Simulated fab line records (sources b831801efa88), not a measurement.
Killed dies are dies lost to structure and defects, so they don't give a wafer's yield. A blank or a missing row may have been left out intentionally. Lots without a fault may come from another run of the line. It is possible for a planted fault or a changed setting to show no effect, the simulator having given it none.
A lot that was struck, set against a sound lot ; flow sky130 ; 43 out of 708 route steps
Sound: the wafers L388.2, L388.5, L388.6. Struck: wafer L394.4. (L394.1, L394.5 of the same lot were not struck and are left out.) The cause comes at the end.
At each step with rows: each side's tool, then ch and its chambers, then its first start. Under that, the readings that differ: sound wafers ; struck wafers ; difference of the means ; sigmas: that difference in standard deviations of wafers without a fault.
alike: readings whose means differ by less than 2 such deviations, and words and numbers that are the same on both sides. not compared: withheld readings, readings that some wafer has no value for, bounds like >300 that may hide the same value, and numbers for which the record gives no deviation and whose values overlap.
Wherever a step has rows on one side only, a row that says differs or no value, or a row with sigmas, the two part there. Numbers that don't overlap but have no deviation are shown without sigmas and don't part them. Lack of a reading on every wafer of one side parts them only where that side has two or more wafers.

first, 7 steps without rows for these wafers: SKY_METAL1_HMDS_08 (prime time 60 s); SKY_METAL1_COAT_09 (resist thk 60 nm); SKY_METAL1_COAT_10 (resist thk 450 nm); SKY_METAL1_SOFTBAKE_11 (time 90 s); SKY_METAL1_EXPOSE_12 (exposes mask MM1, target cd 140 nm); SKY_METAL1_PEB_13; SKY_METAL1_DEVELOP_14 (develop time 60 s).
SKY_METAL1_CD_MEAS_15: target cd 140 nm.
  sound on cd_sem-01 at day 33 04:26; struck on cd_sem-02 at day 34 16:10
  alike: cd_nm
SKY_METAL1_OVL_MEAS_16:
  sound on overlay-01 at day 33 04:32; struck on overlay-02 at day 34 16:17
  alike: METAL1_OVL
SKY_METAL1_DESCUM_17: chemistry O2, time 8 s.
  sound on rie_metal-03 ch 0,1, day 33 04:34; struck on rie_metal-02 ch 0, day 34 16:19
reading;sound;struck;difference;sigmas
temp_c (C);40.18 40.03 40.19;39.87;-0.26;-2
  alike: drypump_motor_current_A, oes_product_au
  not compared: rf_hours_counter_h
then, 2 steps without rows for these wafers: SKY_METAL1_ETCH_18 (etches BARC in N2/H2, stops on SiO2, time 45.9 s, target depth 60 nm); SKY_METAL1_METAL_ETCH_19 (etches the open film in Cl2/BCl3, stops on SiO2, target depth 360 nm, time 78 s).
SKY_METAL1_STRIP_20: strips in O2/N2.
  sound on plasma_asher-04 ch 0,1, day 33 04:45; struck on plasma_asher-02 ch 1, day 34 16:30
  alike: drypump_motor_current_A, oes_product_au, strip_time_to_endpoint_s
  not compared: rf_hours_counter_h
then, 4 steps without rows for these wafers: SKY_METAL1_STRIP_21 (strips in post etch residue remover, time 1200 s); SKY_METAL1_CLEAN_22 (cleans in IPA, time 180 s); SKY_METAL1_CLEAN_23 (cleans in O3/DIW); SKY_VIA1_HDPCVD_00 (deposits SiO2, target thk 1030 nm, time 171.7 s).
SKY_VIA1_THK_MEAS_01:
  sound on film_metro-03 at day 33 05:28; struck on film_metro-02 at day 34 17:14
reading;sound;struck;difference;sigmas
VIA1_HDPCVD_THK (nm);1021 1045 1037;1009;-25;-2
then, 1 step without rows for these wafers: SKY_VIA1_CMP_02 (polishes SiO2).
SKY_VIA1_BOW_MEAS_03:
  sound on film_metro-02 at day 33 05:50; struck on film_metro-03 at day 34 17:36
  alike: VIA1_BOW
then, 8 steps without rows for these wafers: SKY_VIA1_DEHYDRATE_04 (time 60 s); SKY_VIA1_HMDS_05 (prime time 60 s); SKY_VIA1_COAT_06 (resist thk 60 nm); SKY_VIA1_COAT_07 (resist thk 450 nm); SKY_VIA1_SOFTBAKE_08 (time 90 s); SKY_VIA1_EXPOSE_09 (exposes mask VIM, target cd 150 nm); SKY_VIA1_PEB_10; SKY_VIA1_DEVELOP_11 (develop time 60 s).
SKY_VIA1_CD_MEAS_12: target cd 150 nm.
  sound on cd_sem-02 at day 34 08:47; struck on cd_sem-02 at day 35 19:44
  alike: cd_nm
SKY_VIA1_OVL_MEAS_13:
  sound on overlay-02 at day 34 08:53; struck on overlay-01 at day 35 19:52
  alike: VIA1_OVL
then, 2 steps without rows for these wafers: SKY_VIA1_ETCH_14 (etches BARC in N2/H2, stops on SiO2, time 45.9 s, target depth 60 nm); SKY_VIA1_ETCH_15 (etches SiO2 in C4F8/O2/Ar, stops on TiN, target depth 351 nm, time 54 s).
SKY_VIA1_STRIP_16: strips in O2/N2.
  sound on plasma_asher-01 ch 0,1, day 34 09:01; struck on plasma_asher-04 ch 1, day 35 19:59
  alike: drypump_motor_current_A, oes_product_au, strip_time_to_endpoint_s
  not compared: rf_hours_counter_h
then, 3 steps without rows for these wafers: SKY_VIA1_STRIP_17 (strips in post etch residue remover, time 1200 s); SKY_VIA1_CLEAN_18 (cleans in IPA, time 180 s); SKY_VIA1_CLEAN_19 (cleans in O3/DIW).
SKY_VIA1_SPUTTER_20: material TiN, target thk 20 nm, time 80 s.
  sound on pvd_sputter-02 at day 34 09:36; struck on pvd_sputter-01 at day 35 20:35
reading;sound;struck;difference;sigmas
throttle_valve_pct (%);30.8 30.8 30.0;28.7;-1.8;-2
then, 1 step without rows for these wafers: SKY_VIA1_CVD_21 (deposits W, target thk 270 nm, time 80.902 s).
SKY_VIA1_RS_MEAS_22: a four-point-probe measurement.
  sound on film_metro-01 at day 34 09:46; struck on film_metro-03 at day 35 20:50
  alike: VIA1_W_RS
SKY_VIA1_THK_MEAS_23: measures by xrf.
  sound on film_metro-01 at day 34 09:53; struck on film_metro-03 at day 35 20:57
  alike: VIA1_W_THK
SKY_VIA1_CMP_24: polishes, stops on SiO2, t overpolish 15 s, target thk 0 nm.
  sound on cmp-01 ch 0,1,3, day 34 10:05; struck on cmp-01 ch 3, day 35 21:07
reading;sound;struck;difference;sigmas
overpolish_run_s (s);15.007 15.012 15.008;14.988;-0.021;-3
  alike: motor_current_A, slurry_flow_ml_min, time_to_endpoint_s
SKY_METAL2_SPUTTER_00: material Ti, target thk 15 nm, time 10 s.
  sound on pvd_sputter-01 at day 34 10:14; struck on pvd_sputter-04 at day 35 21:19
  alike: throttle_valve_pct
-- the record jumps here: 11 days lie between the struck wafers' starts before and after (it left off in module METAL2 and takes up again in module PAD_OPEN, whose first step shown is number 708 of the route) --
SKY_PAD_OPEN_PROBE_99:
  only the struck wafers here have rows in the record (prober-01, day 47 08:07); the sound ones have none

WHERE THEY PART
Last at SKY_PAD_OPEN_PROBE_99 as far as this record goes, first at SKY_METAL1_DESCUM_17.

WHY: what had been put in by the simulator
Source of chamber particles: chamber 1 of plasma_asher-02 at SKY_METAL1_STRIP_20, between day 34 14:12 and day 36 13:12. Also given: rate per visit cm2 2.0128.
